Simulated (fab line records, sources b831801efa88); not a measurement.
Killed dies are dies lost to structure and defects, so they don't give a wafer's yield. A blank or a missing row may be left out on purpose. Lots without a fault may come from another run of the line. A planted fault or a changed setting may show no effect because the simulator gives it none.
Which tool did it? | flow gf180mcu | 11 lots, 33 wafers sampled, at 4 steps of a route of 602

WHAT THE GAUGES READ, wafer by wafer
GF_PSD_TW_MEAS_11.
lot  | measured     | on            | PSD_TW
L505 | day 14 10:44 | film_metro-01 | 3170 3176 3192
L504 | day 14 13:29 | film_metro-03 | 3168 3176 3178
L508 | day 15 16:50 | film_metro-03 | 3193 3158 3182
L509 | day 15 18:42 | film_metro-03 | 3181 3156 3155
L510 | day 16 05:09 | film_metro-04 | 3129 3128 3120
L512 | day 16 21:41 | film_metro-01 | 3192 3204 3198
L513 | day 17 07:00 | film_metro-01 | 3172 3205 3170
L515 | day 17 22:52 | film_metro-04 | 3141 3135 3144
L523 | day 20 23:56 | film_metro-04 | 2968 2948 2974 2976 3008 3001
L524 | day 21 04:05 | film_metro-04 | 2981 2983 3006 2995 2991 2991
L525 | day 21 15:38 | film_metro-04 | 3157 3158 3163

WHICH TOOL RAN EACH LOT (tool, then ch and the chambers of the sampled wafers, then the start)
lot  | GF_HV_LDD_STRIP_37                   | GF_PSD_IMPLANT_09               | GF_PSD_STRIP_10
L505 | plasma_asher-04 ch 0,1, day 11 19:45 | implanter-01 ch 0, day 14 10:31 | plasma_asher-03 ch 0,1, day 14 10:38
L504 | plasma_asher-04 ch 0,1, day 11 20:19 | implanter-04 ch 0, day 14 13:15 | plasma_asher-04 ch 0,1, day 14 13:23
L508 | plasma_asher-04 ch 0,1, day 12 22:27 | implanter-04 ch 0, day 15 16:35 | plasma_asher-03 ch 0,1, day 15 16:44
L509 | plasma_asher-01 ch 0,1, day 12 23:16 | implanter-02 ch 0, day 15 18:28 | plasma_asher-01 ch 0,1, day 15 18:35
L510 | plasma_asher-01 ch 0,1, day 13 10:00 | implanter-01 ch 0, day 16 04:50 | plasma_asher-03 ch 0,1, day 16 05:04
L512 | plasma_asher-01 ch 0,1, day 14 01:24 | implanter-01 ch 0, day 16 21:27 | plasma_asher-03 ch 0,1, day 16 21:35
L513 | plasma_asher-01 ch 0,1, day 14 09:20 | implanter-04 ch 0, day 17 06:47 | plasma_asher-04 ch 0,1, day 17 06:55
L515 | plasma_asher-04 ch 0,1, day 15 01:20 | implanter-04 ch 0, day 17 22:38 | plasma_asher-04 ch 0,1, day 17 22:46
L523 | plasma_asher-02 ch 0,1, day 17 18:33 | implanter-01 ch 0, day 20 23:41 | plasma_asher-04 ch 0,1, day 20 23:50
L524 | plasma_asher-04 ch 0,1, day 17 23:39 | implanter-01 ch 0, day 21 03:51 | plasma_asher-01 ch 0, day 21 03:59
L525 | plasma_asher-04 ch 0,1, day 18 10:54 | implanter-02 ch 0, day 21 15:23 | plasma_asher-04 ch 0,1, day 21 15:32
- GF_HV_LDD_STRIP_37: strips in O2/N2.
- GF_PSD_IMPLANT_09
- GF_PSD_STRIP_10: strips in O2/N2.

THE ANSWER, worked out from the rows above alone
Rule: what is usual is taken from the lots themselves. Put in order of their means at a reading, lots are off if they are a third of the lots or fewer, leave a main group of 4 or more, and stand apart from it by a gap of 3 or more times the standard deviation of the main group's means; of several such gaps the widest counts. A main group whose means are all the same, to the digits that the tables above print for the reading, isn't used. A lot without any number at a reading at which 4 lots or more have one is off too. The other lots that the step has rows for count as sound.
Off: L523, L524, at GF_PSD_TW_MEAS_11 (PSD_TW). The main group: mean 3167, standard deviation 21.
A tool fits if, at a process step before that reading, it ran every lot that is off, and no sound lot after the first of them. The gauges at GF_PSD_TW_MEAS_11 are tried like those tools. One fits: implanter-01 at GF_PSD_IMPLANT_09. Its last sound lot is L512 (day 16 21:27), its first lot that is off L523 (day 20 23:41): a fault that began between those two fits.

WHAT THE SIMULATOR HAD PUT IN
Process parameter drift: implanter-01, from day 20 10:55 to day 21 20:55, at GF_PSD_IMPLANT_09. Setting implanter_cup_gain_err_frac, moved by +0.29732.
Lots struck among those shown: L523, L524. The rule above found the same.
